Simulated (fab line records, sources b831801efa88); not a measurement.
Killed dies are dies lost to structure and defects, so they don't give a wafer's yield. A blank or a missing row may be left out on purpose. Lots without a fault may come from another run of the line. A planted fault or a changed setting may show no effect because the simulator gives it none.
Which tool did it? | flow sky130 | 6 lots, 18 wafers sampled, at 4 steps of a route of 708

WHAT THE GAUGES READ, wafer by wafer
SKY_CONTACT_OVL_MEAS_15.
lot  | measured     | on         | CONTACT_OVL (nm)
L262 | day 32 02:23 | overlay-01 | 11 10 10
L266 | day 33 10:43 | overlay-01 | 7 12 0
L271 | day 35 06:58 | overlay-01 | 10 7 17
L275 | day 36 09:03 | overlay-01 | 5 1 4
L279 | day 37 16:53 | overlay-02 | 6 2 6
L281 | day 37 22:40 | overlay-01 | 0 1 -1

WHICH TOOL RAN EACH LOT (tool, then ch and the chambers of the sampled wafers, then the start)
lot  | SKY_FIELD_ISO_ETCH_15             | SKY_LDD_N_IMPLANT_12            | SKY_CONTACT_CMP_04
L262 | rie_diel-03 ch 0,1,3, day 2 07:32 | implanter-02 ch 0, day 18 06:13 | cmp-02 ch 1,3, day 30 22:04
L266 | rie_diel-04 ch 1,2,3, day 3 09:05 | implanter-01 ch 0, day 19 22:44 | cmp-02 ch 0,2,3, day 32 07:29
L271 | rie_diel-04 ch 0,2,3, day 4 11:10 | implanter-04 ch 0, day 21 23:04 | cmp-02 ch 1,2,3, day 34 04:32
L275 | rie_diel-02 ch 0,1,2, day 5 06:14 | implanter-02 ch 0, day 23 02:26 | cmp-02 ch 0,2, day 35 05:58
L279 | rie_diel-02 ch 0,2,3, day 6 03:32 | implanter-01 ch 0, day 24 16:34 | cmp-01 ch 0,1,2, day 36 14:13
L281 | rie_diel-04 ch 1,2,3, day 6 13:13 | implanter-04 ch 0, day 25 02:28 | cmp-02 ch 1,2, day 36 19:16
- SKY_FIELD_ISO_ETCH_15: etches the open film in CHF3/O2, stops on Si, target depth 180 nm, time 72 s.
- SKY_LDD_N_IMPLANT_12
- SKY_CONTACT_CMP_04: polishes SiO2.

THE ANSWER, worked out from the rows above alone
Rule: what is usual is taken from the lots themselves. Put in order of their means at a reading, lots are off if they are a third of the lots or fewer, leave a main group of 4 or more, and stand apart from it by a gap of 3 or more times the standard deviation of the main group's means; of several such gaps the widest counts. A main group whose means are all the same, to the digits that the tables above print for the reading, isn't used. A lot without any number at a reading at which 4 lots or more have one is off too. The other lots that the step has rows for count as sound.
No lot is off at any reading shown: from this, nothing can be told.

WHAT THE SIMULATOR HAD PUT IN
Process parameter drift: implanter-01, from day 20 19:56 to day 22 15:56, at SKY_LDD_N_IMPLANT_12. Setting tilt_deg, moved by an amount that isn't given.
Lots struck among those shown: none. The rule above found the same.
